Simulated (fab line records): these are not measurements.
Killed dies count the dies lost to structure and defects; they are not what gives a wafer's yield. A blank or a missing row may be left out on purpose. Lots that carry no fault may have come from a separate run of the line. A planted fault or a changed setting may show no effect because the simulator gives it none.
Chamber matching | flow sfqLine | SFQ_TRILAYER_I3_VIA_ETCH_VIA_ETCH_088 on rieDiel-01 has 4 sister chambers
The step etches SiO2 in CHF3, stops on Nb, target depth 260 nm. 4 wafers are shown with their chamber, then 7 later ones without.

EACH WAFER AND ITS CHAMBER
wafer  | chamber | oesProductAu (a.u.)
L713.4 | 2       | 0.860
L715.3 | 1       | 0.855
L719.2 | 3       | 0.868
L719.3 | 0       | 0.859

WAFERS WHOSE CHAMBER IS MISSING
wafer  | oesProductAu (a.u.)
L719.4 | 0.858
L721.2 | 0.859
L721.3 | 0.864
L721.4 | 0.857
L722.1 | 0.848
L722.5 | 0.853
L722.6 | 0.848

CHAMBER TAKEN BY EACH
wafer  | from the rows above               | in truth
L719.4 | can't be placed: 0 or 2 or 1      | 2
L721.2 | can't be placed: 0 or 2 or 1      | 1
L721.3 | can't be placed: 2 or 3 or 0 or 1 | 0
L721.4 | can't be placed: 0 or 1 or 2      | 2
L722.1 | can't be placed: 1 or 0 or 2      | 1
L722.5 | can't be placed: 1 or 0 or 2      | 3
L722.6 | can't be placed: 1 or 0 or 2      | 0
Placed correctly: 0 of 7. Can't be placed from these rows: 7 (the true chamber is among the candidates in 6). Placed wrongly: 0.
How it was worked out, from the rows above alone: a wafer's distance from a chamber is the root of the sum, over the readings, of the square of ((its reading less the chamber's mean) divided by the reading's scatter). If the next closest chamber is less than 2 further off than the closest, the wafer can't be placed; otherwise it belongs to the closest. Each chamber's mean is taken over the wafers shown for it. The scatter (one wafer shown for each chamber): square how far every hidden wafer sits from the nearest shown wafer, average those squares and take the square root.
